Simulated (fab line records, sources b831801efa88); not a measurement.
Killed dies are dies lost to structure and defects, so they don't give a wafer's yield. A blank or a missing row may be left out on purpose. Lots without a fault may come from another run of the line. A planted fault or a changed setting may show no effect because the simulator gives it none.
A struck lot beside a sound one | flow sky130 | 35 steps out of a route of 708
Sound: wafers L851.3, L851.4, L851.6. Struck: wafers L867.1, L867.2, L867.3. The cause comes at the end.
At each step with rows: each side's tool, then ch and its chambers, then its first start. Under that, the readings that differ: sound wafers | struck wafers | difference of the means | sigmas: that difference in standard deviations of wafers without a fault.
alike: readings whose means differ by less than 2 such deviations, and words and numbers that are the same on both sides. not compared: withheld readings, readings that some wafer has no value for, bounds like >300 that may hide the same value, and numbers for which the record gives no deviation and whose values overlap.
The two part at a step that has a row with sigmas, a row that says differs or no value, or rows on one side only. Numbers that don't overlap but have no deviation are shown without sigmas and don't part them. A reading that every wafer of one side lacks parts them only if that side has two wafers or more.

first, 8 steps without rows for these wafers: SKY_VIA2_ETCH_14 (etches BARC in N2/H2, stops on SiO2, time 45.9 s, target depth 60 nm); SKY_VIA2_ETCH_15 (etches SiO2 in C4F8/O2/Ar, stops on TiN, target depth 546 nm, time 84 s); SKY_VIA2_STRIP_16 (strips in O2/N2); SKY_VIA2_STRIP_17 (strips in post etch residue remover, time 1200 s); SKY_VIA2_CLEAN_18 (cleans in IPA, time 180 s); SKY_VIA2_CLEAN_19 (cleans in O3/DIW); SKY_VIA2_SPUTTER_20 (material TiN, target thk 20 nm, time 80 s); SKY_VIA2_CVD_21 (deposits W, target thk 420 nm, time 126.4 s).
SKY_VIA2_CMP_24: polishes, stops on SiO2, t overpolish 20 s, target thk 0 nm.
  sound on cmp-01 ch 0,1,2, day 37 02:29; struck on cmp-01 ch 0,1,2, day 41 14:09
  alike: motor_current_A, overpolish_run_s, retaining_ring_pressure_frac, time_to_endpoint_s
then, 25 steps without rows for these wafers: SKY_METAL3_SPUTTER_00 (material Ti, target thk 15 nm, time 10 s); SKY_METAL3_SPUTTER_01 (material TiN, target thk 20 nm, time 16.7 s); SKY_METAL3_SPUTTER_02 (material AlCu, target thk 735 nm, time 39.1 s); SKY_METAL3_SPUTTER_03 (material Ti, target thk 5 nm, time 3.3 s); SKY_METAL3_SPUTTER_04 (material TiN, target thk 70 nm, time 58.3 s); SKY_CAPM_CVD_00 (deposits SiO2, target thk 15.5 nm); SKY_CAPM_SPUTTER_02 (material TiN, target thk 200 nm, time 166.7 s); SKY_CAPM_DEHYDRATE_05 (time 60 s); SKY_CAPM_HMDS_06 (prime time 60 s); SKY_CAPM_COAT_07 (resist thk 1140 nm); SKY_CAPM_SOFTBAKE_08 (time 60 s); SKY_CAPM_EXPOSE_09 (exposes mask CAPM, target cd 1000 nm); SKY_CAPM_PEB_10; SKY_CAPM_DEVELOP_11 (develop time 60 s); SKY_CAPM_METAL_ETCH_13 (etches TiN in Cl2/BCl3, stops on SiO2, target depth 220 nm, time 62.9 s); SKY_CAPM_STRIP_14 (strips in O2/N2); SKY_CAPM_STRIP_15 (strips in post etch residue remover, time 1200 s); SKY_CAPM_CLEAN_16 (cleans in IPA, time 180 s); SKY_CAPM_CLEAN_17 (cleans in O3/DIW); SKY_METAL3_DEHYDRATE_05 (time 60 s); SKY_METAL3_HMDS_06 (prime time 60 s); SKY_METAL3_COAT_07 (resist thk 60 nm); SKY_METAL3_COAT_08 (resist thk 1140 nm); SKY_METAL3_SOFTBAKE_09 (time 90 s); SKY_METAL3_EXPOSE_10 (exposes mask MM3, target cd 300 nm).
-- the record jumps here: 8 days lie between the struck wafers' starts before and after (it left off in module METAL3 and takes up again in module PAD_OPEN, whose first step shown is number 708 of the route) --
SKY_PAD_OPEN_PROBE_99:
  sound on prober-02, day 46 10:50; struck on prober-02, day 49 20:06
  reading                               | sound              | struck            | difference | sigmas
  defect_limited_yield (%)              | 80.7 87.8 83.5     | 52.4 55.7 48.6    | -31.8      | -14
  killed_at_M0_to_M3                    | 54 33 38           | 201 176 226       | +159       | +21
  killed_dies                           | 95 60 81           | 234 218 253       | +156       | +14
  killed_on_rim                         | 13 12 14           | 43 39 55          | +33        | +9
  sort_bin_3_pad_short (%)              | 1.2 0.6 0.6        | 3.5 3.7 1.6       | +2.1       | +5
  sort_bin_5_function (%)               | 11.4 8.7 10.2      | 28.7 25.4 34.8    | +19.5      | +12
  sort_bin_6_memory (%)                 | 6.7 2.8 5.7        | 15.4 15.2 15.0    | +10.1      | +8
  sort_n_pass                           | 397 432 411        | 258 274 239       | -156       | -14
  sort_yield_pct (%)                    | 80.7 87.8 83.5     | 52.4 55.7 48.6    | -31.8      | -14
  model.etest.tester.sort_n_pass        | 397 432 411        | 258 274 239       | -156       |
  model.etest.tester.sort_yield_pct (%) | 80.69 87.8 83.54   | 52.44 55.69 48.58 | -31.77     |
  model.etest.tester.sort_bin_5_pct (%) | 11.38 8.74 10.16   | 28.66 25.41 34.76 | +19.52     |
  model.etest.tester.sort_bin_6_pct (%) | 6.707 2.846 5.691  | 15.45 15.24 15.04 | +10.16     |
  model.etest.tester.sort_bin_3_pct (%) | 1.22 0.6098 0.6098 | 3.455 3.659 1.626 | +2.100     |
  alike: killed_at_M4_up, killed_at_contacts, killed_at_front_end, killed_at_other, killed_open, killed_short

WHERE THEY PART
Only at SKY_PAD_OPEN_PROBE_99, within this record.

WHY: what the simulator had put in
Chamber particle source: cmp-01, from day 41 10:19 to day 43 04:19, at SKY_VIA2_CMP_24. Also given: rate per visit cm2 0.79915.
